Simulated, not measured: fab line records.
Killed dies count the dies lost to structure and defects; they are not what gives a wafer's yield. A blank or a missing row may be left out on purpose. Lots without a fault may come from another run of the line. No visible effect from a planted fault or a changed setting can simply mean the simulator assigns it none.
fab line records	flow gf180mcu
record: lots: 24	wafers: 72	last-day: 34
route steps=602 shown VT_IMPLANT@100 V2@407 V3@450 MIM@506 V5@562
lots untouched by any fault: they come from a run of this same line in which no faults occurred
start-h: hours from the record's first day to the start of the lot's first wafer shown	wait-h: hours from the lot's prior step to this one	" same as the row above	L1.1+2: one row covering several wafers at once	- no value, or no start given	* or withheld: withheld	< > ~ a bound
route shown NAME@n: a module of which the file shows steps, and the number in the route of the first	usual: average and standard deviation across the fault-free wafers	same: alike in all rows	chamber/n: place in a boat	sites: each site's reading	_std_site: standard deviation of those values	_edge_site: the outer-site mean with the inner-site mean subtracted	radius-mm: for every site, how far away it sits from the centre of the wafer	mask NAME#n: copy n	behind: the tool/chamber that last shaped the wafer	hold: the reason the lot was held/the length of the hold in hours/how it ended	device: the n, p or np transistor that did not switch	end of line: the route-end tests of the same wafers	a step with no rows: only its recipe	killed: at the first sort, the dies lost to defects and structure; wafer yield is something else	map: a wafer's dies, x killed, . not, _ none there
set.NAME: setting as actually run; set.NAME@STEP: the setting as run at that earlier step	model.NAME: the simulator's own value behind a step, which no gauge read
the route's steps for a sample of lots (tables are steps, rows are wafers)
services: when a tool's chamber went out of use (start-h, in hours from the record's first day, below 0 if earlier), for how many hours, and the reason
== steps ==
step: GF_VT_IMPLANT_TW_MEAS_10
usual: VT_IMPLANT_TW: 560.2/3
lot.wafer	tool	chamber	start-h	wait-h	VT_IMPLANT_TW
L074.1	film-metro-04	-	109.61	0.1	559.4
L074.2	"	-	"	"	556.7
L074.3	"	-	"	"	558.0
L075.1	film-metro-01	-	116.27	0.1	556.8
L075.2	"	-	"	"	560.8
L075.5	"	-	"	"	559.9
L076.1	film-metro-04	-	123.77	0.1	558.2
L076.4	"	-	"	"	558.2
L076.5	"	-	"	"	554.9
L077.1	film-metro-01	-	130.52	0.1	563.5
L077.2	"	-	"	"	562.3
L077.6	"	-	"	"	560.2
L078.1	film-metro-01	-	136.04	0.1	562.8
L078.3	"	-	"	"	561.1
L078.6	"	-	"	"	563.0
L079.2	film-metro-01	-	143.08	0.1	563.7
L079.4	"	-	"	"	560.7
L079.5	"	-	"	"	562.7
L080.1	film-metro-04	-	151.29	0.1	554.3
L080.5	"	-	"	"	554.8
L080.6	"	-	"	"	554.6
L081.3	film-metro-04	-	154.24	0.1	554.0
L081.4	"	-	"	"	555.5
L081.5	"	-	"	"	555.4
L082.2	film-metro-02	-	159.37	0.1	561.9
L082.4	"	-	"	"	562.4
L082.5	"	-	"	"	559.1
L083.2	film-metro-04	-	169.25	0.1	559.5
L083.5	"	-	"	"	557.1
L083.6	"	-	"	"	556.9
L084.2	film-metro-01	-	174.88	0.1	562.1
L084.5	"	-	"	"	561.4
L084.6	"	-	"	"	561.9
L085.1	film-metro-01	-	180.73	0.1	562.2
L085.4	"	-	"	"	561.6
L085.6	"	-	"	"	562.1
L086.1	film-metro-01	-	186.77	0.1	561.6
L086.2	"	-	"	"	564.3
L086.3	"	-	"	"	559.7
L087.3	film-metro-02	-	190.30	0.1	560.3
L087.4	"	-	"	"	567.1
L087.6	"	-	"	"	565.8
L088.1	film-metro-02	-	198.73	0.1	562.4
L088.4	"	-	"	"	561.7
L088.6	"	-	"	"	562.6
L089.1	film-metro-04	-	204.36	0.1	559.8
L089.4	"	-	"	"	557.4
L089.6	"	-	"	"	555.9
L090.4	film-metro-04	-	211.90	0.1	558.1
L090.5	"	-	"	"	559.7
L090.6	"	-	"	"	556.6
L091.1	film-metro-04	-	216.42	0.1	559.9
L091.4	"	-	"	"	558.6
L091.6	"	-	"	"	560.6
L092.1	film-metro-04	-	221.33	0.1	558.7
L092.3	"	-	"	"	557.5
L092.5	"	-	"	"	559.1
L093.3	film-metro-04	-	228.98	0.1	559.2
L093.4	"	-	"	"	557.8
L093.5	"	-	"	"	559.2
L094.3	film-metro-01	-	233.43	0.1	560.0
L094.5	"	-	"	"	559.8
L094.6	"	-	"	"	562.0
L095.1	film-metro-04	-	242.56	0.1	559.8
L095.3	"	-	"	"	560.1
L095.6	"	-	"	"	563.1
L096.2	film-metro-01	-	246.97	0.1	565.7
L096.3	"	-	"	"	562.7
L096.5	"	-	"	"	563.8
L097.1	film-metro-01	-	253.48	0.1	563.7
L097.5	"	-	"	"	565.4
L097.6	"	-	"	"	562.6
step: GF_V2_THK_MEAS_25
recipe: thk-meas-gauge: xrf	reads: W_of_V2_CVD_23
usual: V2_W_THK: 349/5.2
lot.wafer	tool	chamber	start-h	wait-h	V2_W_THK[nm]
L074.1	film-metro-04	-	460.09	0.1	347
L074.2	"	-	"	"	344
L074.3	"	-	"	"	341
L075.1	film-metro-03	-	469.28	0.1	351
L075.2	"	-	"	"	346
L075.5	"	-	"	"	346
L076.1	film-metro-03	-	482.92	0.1	346
L076.4	"	-	"	"	347
L076.5	"	-	"	"	351
L077.1	film-metro-02	-	490.68	0.1	350
L077.2	"	-	"	"	342
L077.6	"	-	"	"	349
L078.1	film-metro-02	-	503.32	0.1	354
L078.3	"	-	"	"	355
L078.6	"	-	"	"	360
L079.2	film-metro-02	-	510.09	0.1	350
L079.4	"	-	"	"	346
L079.5	"	-	"	"	352
L080.1	film-metro-02	-	520.77	0.1	353
L080.5	"	-	"	"	358
L080.6	"	-	"	"	350
L081.3	film-metro-02	-	533.11	0.1	346
L081.4	"	-	"	"	346
L081.5	"	-	"	"	351
L082.2	film-metro-03	-	533.35	0.1	351
L082.4	"	-	"	"	349
L082.5	"	-	"	"	348
L083.2	film-metro-03	-	550.13	0.1	353
L083.5	"	-	"	"	352
L083.6	"	-	"	"	353
L084.2	film-metro-04	-	558.39	0.1	352
L084.5	"	-	"	"	346
L084.6	"	-	"	"	349
L085.1	film-metro-04	-	559.85	0.1	343
L085.4	"	-	"	"	340
L085.6	"	-	"	"	346
L086.1	film-metro-03	-	567.88	0.1	347
L086.2	"	-	"	"	349
L086.3	"	-	"	"	346
L087.3	film-metro-03	-	574.60	0.1	347
L087.4	"	-	"	"	350
L087.6	"	-	"	"	352
L088.1	film-metro-02	-	585.78	0.1	352
L088.4	"	-	"	"	350
L088.6	"	-	"	"	352
L089.1	film-metro-02	-	592.85	0.1	352
L089.4	"	-	"	"	353
L089.6	"	-	"	"	345
L090.4	film-metro-03	-	607.36	0.1	350
L090.5	"	-	"	"	344
L090.6	"	-	"	"	345
L091.1	film-metro-02	-	608.57	0.1	341
L091.4	"	-	"	"	344
L091.6	"	-	"	"	346
L092.1	film-metro-03	-	614.02	0.1	349
L092.3	"	-	"	"	346
L092.5	"	-	"	"	349
L093.3	film-metro-02	-	623.80	0.1	353
L093.4	"	-	"	"	354
L093.5	"	-	"	"	357
L094.3	film-metro-02	-	631.46	0.1	359
L094.5	"	-	"	"	357
L094.6	"	-	"	"	357
L095.1	film-metro-04	-	642.34	0.1	335
L095.3	"	-	"	"	340
L095.6	"	-	"	"	336
L096.2	film-metro-04	-	645.12	0.1	336
L096.3	"	-	"	"	334
L096.5	"	-	"	"	340
L097.1	film-metro-02	-	647.12	0.1	348
L097.5	"	-	"	"	350
L097.6	"	-	"	"	347
step: GF_V3_SPUTTER_21
recipe: material: Ti	target-thk-nm: 15	chamber-pressure-pa: 5	power-w: 2500	substrate-temp-c: 200	time-s: 80.02
usual: chamber-pressure-pa: 5.000/0.0098	substrate-temp-c: 200.00/0.14	throttle-valve-pct: 30.2/0.86
same: time-s: 80.02
lot.wafer	tool	chamber	start-h	wait-h	chamber-pressure-pa	substrate-temp-c	throttle-valve-pct
L074.1	pvd-sputter-03	-	510.12	0.0	5.011	199.85	31.9
L074.2	"	-	"	"	4.983	200.02	29.4
L074.3	"	-	"	"	4.996	200.39	31.2
L075.1	pvd-sputter-04	-	518.94	0.0	5.012	200.04	31.4
L075.2	"	-	"	"	4.982	199.87	29.2
L075.5	"	-	"	"	4.997	199.75	30.1
L076.1	pvd-sputter-01	-	532.03	0.0	5.010	200.06	29.9
L076.4	"	-	"	"	5.004	200.08	29.7
L076.5	"	-	"	"	5.005	200.01	29.6
L077.1	pvd-sputter-01	-	539.88	0.0	4.985	199.89	30.5
L077.2	"	-	"	"	5.012	200.20	29.4
L077.6	"	-	"	"	4.979	199.97	30.6
L078.1	pvd-sputter-01	-	551.48	0.0	4.996	200.07	30.3
L078.3	"	-	"	"	4.993	199.86	29.5
L078.6	"	-	"	"	4.995	199.98	30.4
L079.2	pvd-sputter-01	-	558.69	0.0	4.990	200.05	29.4
L079.4	"	-	"	"	4.999	200.29	30.5
L079.5	"	-	"	"	4.985	200.03	30.3
L080.1	pvd-sputter-03	-	568.18	0.0	5.011	200.22	30.9
L080.5	"	-	"	"	5.000	200.03	30.7
L080.6	"	-	"	"	5.011	199.95	31.1
L081.3	pvd-sputter-01	-	579.47	0.0	4.997	200.17	29.5
L081.4	"	-	"	"	4.994	199.96	30.3
L081.5	"	-	"	"	5.008	200.26	30.5
L082.2	pvd-sputter-03	-	579.83	0.0	4.987	199.84	30.8
L082.4	"	-	"	"	4.987	199.93	31.9
L082.5	"	-	"	"	5.012	200.07	31.4
L083.2	pvd-sputter-03	-	599.23	0.0	5.000	199.88	31.0
L083.5	"	-	"	"	5.005	199.82	31.6
L083.6	"	-	"	"	5.015	199.88	31.5
L084.2	pvd-sputter-01	-	604.54	0.0	4.994	200.07	30.8
L084.5	"	-	"	"	4.999	200.06	30.5
L084.6	"	-	"	"	4.995	200.01	30.1
L085.1	pvd-sputter-01	-	606.09	0.0	5.009	200.02	29.1
L085.4	"	-	"	"	4.989	199.85	30.4
L085.6	"	-	"	"	5.005	199.81	29.6
L086.1	pvd-sputter-03	-	612.99	0.0	5.002	200.13	31.2
L086.2	"	-	"	"	4.979	200.19	29.3
L086.3	"	-	"	"	5.012	200.07	30.6
L087.3	pvd-sputter-04	-	621.99	0.0	5.010	200.10	30.1
L087.4	"	-	"	"	4.998	199.95	28.8
L087.6	"	-	"	"	5.001	200.01	29.0
L088.1	pvd-sputter-04	-	630.04	0.0	5.014	200.26	29.3
L088.4	"	-	"	"	5.027	199.89	30.1
L088.6	"	-	"	"	5.019	199.90	30.2
L089.1	pvd-sputter-03	-	635.89	0.0	4.991	199.94	31.0
L089.4	"	-	"	"	4.996	199.93	29.5
L089.6	"	-	"	"	4.988	200.15	31.9
L090.4	pvd-sputter-04	-	650.50	0.0	4.991	200.02	29.2
L090.5	"	-	"	"	4.989	200.09	31.5
L090.6	"	-	"	"	4.995	200.07	28.8
L091.1	pvd-sputter-03	-	652.32	0.0	5.004	199.78	31.7
L091.4	"	-	"	"	4.996	199.96	29.3
L091.6	"	-	"	"	5.008	199.83	31.4
L092.1	pvd-sputter-04	-	657.75	0.0	5.004	199.88	28.9
L092.3	"	-	"	"	4.991	199.97	31.4
L092.5	"	-	"	"	5.006	200.16	30.0
L093.3	pvd-sputter-01	-	666.34	0.0	4.986	199.98	30.6
L093.4	"	-	"	"	4.986	199.90	29.6
L093.5	"	-	"	"	4.998	200.08	29.3
L094.3	pvd-sputter-01	-	672.65	0.0	4.994	200.08	30.2
L094.5	"	-	"	"	4.994	200.18	29.3
L094.6	"	-	"	"	4.992	199.93	30.5
L095.1	pvd-sputter-04	-	682.89	0.0	4.977	200.12	29.0
L095.3	"	-	"	"	4.984	200.01	29.1
L095.6	"	-	"	"	5.009	199.85	30.3
L096.2	pvd-sputter-01	-	686.39	0.0	4.984	200.09	29.4
L096.3	"	-	"	"	4.998	200.15	30.3
L096.5	"	-	"	"	5.003	200.04	29.9
L097.1	pvd-sputter-01	-	688.05	0.0	5.003	199.95	30.5
L097.5	"	-	"	"	5.006	199.93	30.8
L097.6	"	-	"	"	4.990	199.91	29.1
step: GF_V3_THK_MEAS_25
recipe: thk-meas-gauge: xrf	reads: W_of_V3_CVD_23
usual: V3_W_THK: 347/5.1
lot.wafer	tool	chamber	start-h	wait-h	V3_W_THK[nm]
L074.1	film-metro-03	-	510.46	0.1	350
L074.2	"	-	"	"	352
L074.3	"	-	"	"	354
L075.1	film-metro-01	-	519.28	0.1	346
L075.2	"	-	"	"	349
L075.5	"	-	"	"	344
L076.1	film-metro-01	-	532.37	0.1	352
L076.4	"	-	"	"	354
L076.5	"	-	"	"	353
L077.1	film-metro-04	-	540.21	0.1	346
L077.2	"	-	"	"	351
L077.6	"	-	"	"	352
L078.1	film-metro-03	-	551.82	0.1	350
L078.3	"	-	"	"	350
L078.6	"	-	"	"	350
L079.2	film-metro-01	-	559.03	0.1	356
L079.4	"	-	"	"	352
L079.5	"	-	"	"	352
L080.1	film-metro-03	-	568.51	0.1	349
L080.5	"	-	"	"	345
L080.6	"	-	"	"	344
L081.3	film-metro-01	-	579.82	0.1	346
L081.4	"	-	"	"	350
L081.5	"	-	"	"	346
L082.2	film-metro-03	-	580.17	0.1	351
L082.4	"	-	"	"	351
L082.5	"	-	"	"	348
L083.2	film-metro-04	-	599.59	0.1	337
L083.5	"	-	"	"	337
L083.6	"	-	"	"	338
L084.2	film-metro-03	-	604.88	0.1	353
L084.5	"	-	"	"	352
L084.6	"	-	"	"	352
L085.1	film-metro-04	-	606.42	0.1	348
L085.4	"	-	"	"	347
L085.6	"	-	"	"	343
L086.1	film-metro-01	-	613.33	0.1	350
L086.2	"	-	"	"	351
L086.3	"	-	"	"	345
L087.3	film-metro-04	-	622.34	0.1	346
L087.4	"	-	"	"	345
L087.6	"	-	"	"	343
L088.1	film-metro-04	-	630.37	0.1	334
L088.4	"	-	"	"	338
L088.6	"	-	"	"	336
L089.1	film-metro-03	-	636.23	0.1	346
L089.4	"	-	"	"	342
L089.6	"	-	"	"	343
L090.4	film-metro-01	-	650.86	0.1	351
L090.5	"	-	"	"	352
L090.6	"	-	"	"	347
L091.1	film-metro-01	-	652.66	0.1	353
L091.4	"	-	"	"	348
L091.6	"	-	"	"	349
L092.1	film-metro-04	-	658.09	0.1	347
L092.3	"	-	"	"	346
L092.5	"	-	"	"	346
L093.3	film-metro-03	-	666.70	0.1	350
L093.4	"	-	"	"	349
L093.5	"	-	"	"	350
L094.3	film-metro-01	-	673.01	0.1	350
L094.5	"	-	"	"	347
L094.6	"	-	"	"	350
L095.1	film-metro-04	-	683.22	0.1	339
L095.3	"	-	"	"	345
L095.6	"	-	"	"	340
L096.2	film-metro-03	-	686.73	0.1	352
L096.3	"	-	"	"	349
L096.5	"	-	"	"	353
L097.1	film-metro-04	-	688.38	0.1	343
L097.5	"	-	"	"	335
L097.6	"	-	"	"	345
step: GF_MIM_SPUTTER_03
recipe: material: Ti	target-thk-nm: 10	substrate-temp-c: 300	chamber-pressure-pa: 0.3	power-w: 3000	time-s: 6.7
usual: chamber-pressure-pa: 0.3000/0.00058	substrate-temp-c: 300.01/0.2	throttle-valve-pct: 30.2/0.98
same: time-s: 6.7
lot.wafer	tool	chamber	start-h	wait-h	chamber-pressure-pa	substrate-temp-c	throttle-valve-pct
L074.1	pvd-sputter-02	-	559.31	0.0	0.3008	300.01	30.1
L074.2	"	-	"	"	0.2987	299.49	29.3
L074.3	"	-	"	"	0.2994	299.90	28.9
L075.1	pvd-sputter-02	-	567.19	0.0	0.2992	299.94	29.1
L075.2	"	-	"	"	0.3000	300.11	30.3
L075.5	"	-	"	"	0.2992	300.06	30.2
L076.1	pvd-sputter-02	-	580.03	0.0	0.3013	300.00	29.0
L076.4	"	-	"	"	0.3015	300.06	30.1
L076.5	"	-	"	"	0.2990	299.95	30.3
L077.1	pvd-sputter-03	-	585.94	0.0	0.2999	300.22	29.3
L077.2	"	-	"	"	0.2990	300.28	32.0
L077.6	"	-	"	"	0.2996	299.91	31.0
L078.1	pvd-sputter-04	-	600.52	0.0	0.2992	300.07	28.9
L078.3	"	-	"	"	0.2994	299.97	29.0
L078.6	"	-	"	"	0.3007	299.92	28.9
L079.2	pvd-sputter-02	-	605.87	0.0	0.3010	300.06	29.3
L079.4	"	-	"	"	0.3002	300.19	29.3
L079.5	"	-	"	"	0.3001	300.24	30.4
L080.1	pvd-sputter-03	-	614.35	0.0	0.3002	299.82	31.9
L080.5	"	-	"	"	0.3002	300.04	31.8
L080.6	"	-	"	"	0.3007	300.11	31.3
L082.2	pvd-sputter-03	-	625.86	0.0	0.3000	300.14	29.4
L082.4	"	-	"	"	0.2988	300.27	30.8
L082.5	"	-	"	"	0.3002	299.74	29.5
L081.3	pvd-sputter-02	-	626.15	0.0	0.2996	300.25	30.3
L081.4	"	-	"	"	0.3005	299.96	29.3
L081.5	"	-	"	"	0.3001	300.03	30.3
L083.2	pvd-sputter-04	-	642.46	0.0	0.3005	299.79	31.6
L083.5	"	-	"	"	0.3001	299.91	31.5
L083.6	"	-	"	"	0.2998	299.97	29.2
L084.2	pvd-sputter-02	-	650.51	0.0	0.3010	300.14	29.2
L084.5	"	-	"	"	0.3010	300.05	30.4
L084.6	"	-	"	"	0.3012	300.24	29.1
L085.1	pvd-sputter-03	-	651.44	0.0	0.2996	300.08	29.3
L085.4	"	-	"	"	0.2999	299.89	31.4
L085.6	"	-	"	"	0.3006	300.25	30.9
L086.1	pvd-sputter-03	-	656.21	0.0	0.2993	300.39	31.3
L086.2	"	-	"	"	0.2994	300.13	31.8
L086.3	"	-	"	"	0.3014	299.94	31.0
L087.3	pvd-sputter-03	-	665.36	0.0	0.2992	300.26	30.9
L087.4	"	-	"	"	0.2999	300.15	29.5
L087.6	"	-	"	"	0.2988	300.02	29.6
L088.1	pvd-sputter-02	-	672.60	0.0	0.3000	299.82	30.4
L088.4	"	-	"	"	0.3009	299.97	29.1
L088.6	"	-	"	"	0.2995	300.00	30.4
L089.1	pvd-sputter-04	-	679.65	0.0	0.3002	299.75	31.3
L089.4	"	-	"	"	0.2995	300.11	30.1
L089.6	"	-	"	"	0.2992	300.17	29.7
L090.4	pvd-sputter-03	-	692.03	0.0	0.2992	300.07	30.7
L090.5	"	-	"	"	0.2996	299.97	32.2
L090.6	"	-	"	"	0.2999	299.99	31.2
L091.1	pvd-sputter-03	-	694.06	0.0	0.2991	300.15	30.6
L091.4	"	-	"	"	0.2996	300.14	31.9
L091.6	"	-	"	"	0.3005	299.89	31.3
L092.1	pvd-sputter-04	-	700.16	0.0	0.2996	299.99	28.8
L092.3	"	-	"	"	0.3001	300.00	31.4
L092.5	"	-	"	"	0.3006	300.14	30.0
L093.3	pvd-sputter-04	-	707.60	0.0	0.3001	300.15	31.3
L093.4	"	-	"	"	0.2993	300.21	29.0
L093.5	"	-	"	"	0.2994	299.80	31.5
L094.3	pvd-sputter-04	-	713.86	0.0	0.2996	300.30	30.1
L094.5	"	-	"	"	0.2999	299.81	30.2
L094.6	"	-	"	"	0.3005	299.88	28.9
L095.1	pvd-sputter-02	-	724.49	0.0	0.2991	299.77	30.1
L095.3	"	-	"	"	0.3006	300.08	29.0
L095.6	"	-	"	"	0.2999	300.00	29.0
L096.2	pvd-sputter-04	-	726.88	0.0	0.3008	300.11	30.0
L096.3	"	-	"	"	0.2998	299.98	29.1
L096.5	"	-	"	"	0.2995	299.87	28.9
L097.1	pvd-sputter-03	-	728.58	0.0	0.2993	300.05	31.2
L097.5	"	-	"	"	0.3008	299.39	30.8
L097.6	"	-	"	"	0.2999	300.38	29.4
step: GF_V5_SPUTTER_22
recipe: material: TiN	target-thk-nm: 10	chamber-pressure-pa: 5	power-w: 4000	time-s: 40
usual: chamber-pressure-pa: 5.001/0.011	throttle-valve-pct: 30.3/0.95
same: time-s: 40
lot.wafer	tool	chamber	start-h	wait-h	chamber-pressure-pa	throttle-valve-pct
L074.1	pvd-sputter-04	-	626.05	0.0	5.008	30.0
L074.2	"	-	"	"	5.007	31.4
L074.3	"	-	"	"	5.022	29.3
L075.1	pvd-sputter-04	-	632.52	0.0	5.009	28.9
L075.2	"	-	"	"	4.991	30.3
L075.5	"	-	"	"	5.007	31.5
L076.1	pvd-sputter-03	-	644.51	0.0	4.987	31.8
L076.4	"	-	"	"	5.007	31.4
L076.5	"	-	"	"	4.984	29.5
L077.1	pvd-sputter-04	-	651.19	0.0	5.013	30.0
L077.2	"	-	"	"	5.016	29.1
L077.6	"	-	"	"	5.007	29.9
L078.1	pvd-sputter-01	-	662.38	0.0	4.996	30.0
L078.3	"	-	"	"	5.019	29.5
L078.6	"	-	"	"	5.008	30.5
L079.2	pvd-sputter-01	-	669.80	0.0	5.008	30.6
L079.4	"	-	"	"	5.000	29.7
L079.5	"	-	"	"	4.998	29.8
L080.1	pvd-sputter-03	-	676.85	0.0	5.002	29.3
L080.5	"	-	"	"	5.009	31.8
L080.6	"	-	"	"	5.004	31.1
L082.2	pvd-sputter-04	-	687.44	0.0	5.012	31.5
L082.4	"	-	"	"	5.011	29.9
L082.5	"	-	"	"	5.012	29.3
L081.3	pvd-sputter-01	-	687.92	0.0	5.007	30.7
L081.4	"	-	"	"	5.014	29.6
L081.5	"	-	"	"	5.011	30.5
L083.2	pvd-sputter-03	-	701.09	0.0	4.991	31.3
L083.5	"	-	"	"	4.980	31.5
L083.6	"	-	"	"	5.012	30.8
L084.2	pvd-sputter-01	-	709.17	0.0	5.018	29.3
L084.5	"	-	"	"	4.994	29.9
L084.6	"	-	"	"	4.987	30.5
L085.1	pvd-sputter-01	-	711.42	0.0	5.018	30.6
L085.4	"	-	"	"	5.005	30.0
L085.6	"	-	"	"	4.994	30.3
L086.1	pvd-sputter-03	-	714.94	0.0	5.004	31.9
L086.2	"	-	"	"	4.991	29.3
L086.3	"	-	"	"	4.994	31.4
L087.3	pvd-sputter-03	-	723.87	0.0	5.008	31.3
L087.4	"	-	"	"	4.975	30.7
L087.6	"	-	"	"	4.983	31.8
L088.1	pvd-sputter-04	-	731.02	0.0	5.008	29.0
L088.4	"	-	"	"	5.010	30.2
L088.6	"	-	"	"	5.002	30.0
L089.1	pvd-sputter-04	-	737.24	0.0	4.995	31.3
L089.4	"	-	"	"	5.009	29.1
L089.6	"	-	"	"	5.005	28.9
L090.4	pvd-sputter-03	-	747.99	0.0	5.011	31.4
L090.5	"	-	"	"	5.010	31.2
L090.6	"	-	"	"	4.987	32.2
L091.1	pvd-sputter-01	-	749.90	0.0	5.002	30.4
L091.4	"	-	"	"	5.002	30.7
L091.6	"	-	"	"	4.998	30.6
L092.1	pvd-sputter-03	-	755.17	0.0	5.001	31.9
L092.3	"	-	"	"	5.013	31.6
L092.5	"	-	"	"	4.998	30.8
L093.3	pvd-sputter-03	-	762.69	0.0	4.998	32.0
L093.4	"	-	"	"	4.999	30.8
L093.5	"	-	"	"	5.019	29.4
L094.3	pvd-sputter-03	-	767.54	0.0	5.003	31.7
L094.5	"	-	"	"	5.011	29.3
L094.6	"	-	"	"	4.990	30.9
L095.1	pvd-sputter-01	-	778.04	0.0	5.013	29.7
L095.3	"	-	"	"	4.985	30.9
L095.6	"	-	"	"	5.001	30.4
L096.2	pvd-sputter-04	-	779.57	0.0	5.000	31.4
L096.3	"	-	"	"	4.988	28.9
L096.5	"	-	"	"	5.013	30.5
L097.1	pvd-sputter-04	-	781.90	0.0	4.995	31.4
L097.5	"	-	"	"	4.997	29.1
L097.6	"	-	"	"	4.984	31.6
== services ==
tool	chamber	start-h	hours	kind
pvd-sputter-04	-	524.05	4.8	repair
pvd-sputter-04	-	543.11	1.9	repair
pvd-sputter-03	-	558.30	1.1	repair
pvd-sputter-04	2	558.96	-	consumable-replace:kit
pvd-sputter-04	2	558.96	18.0	scheduled-down
pvd-sputter-04	2	558.96	18.0	vent-cycle
pvd-sputter-01	-	600.61	1.0	repair
pvd-sputter-04	-	603.30	3.1	repair
pvd-sputter-03	2	624.39	-	consumable-replace:kit
pvd-sputter-03	2	624.39	18.0	scheduled-down
pvd-sputter-03	2	624.39	18.0	vent-cycle
pvd-sputter-02	-	680.69	3.5	repair
pvd-sputter-04	-	687.99	5.2	repair
pvd-sputter-02	-	691.43	0.7	repair
pvd-sputter-02	-	693.74	4.9	repair
pvd-sputter-03	1	703.50	-	consumable-replace:kit
pvd-sputter-03	1	703.50	18.0	scheduled-down
pvd-sputter-03	1	703.50	18.0	vent-cycle
pvd-sputter-03	-	733.91	3.2	repair
pvd-sputter-01	-	755.60	8.3	repair
pvd-sputter-04	1	762.59	-	consumable-replace:kit
pvd-sputter-04	1	762.59	18.0	scheduled-down
pvd-sputter-04	-	769.00	4.7	repair
pvd-sputter-03	0	778.90	-	consumable-replace:kit
== key ==
fault none
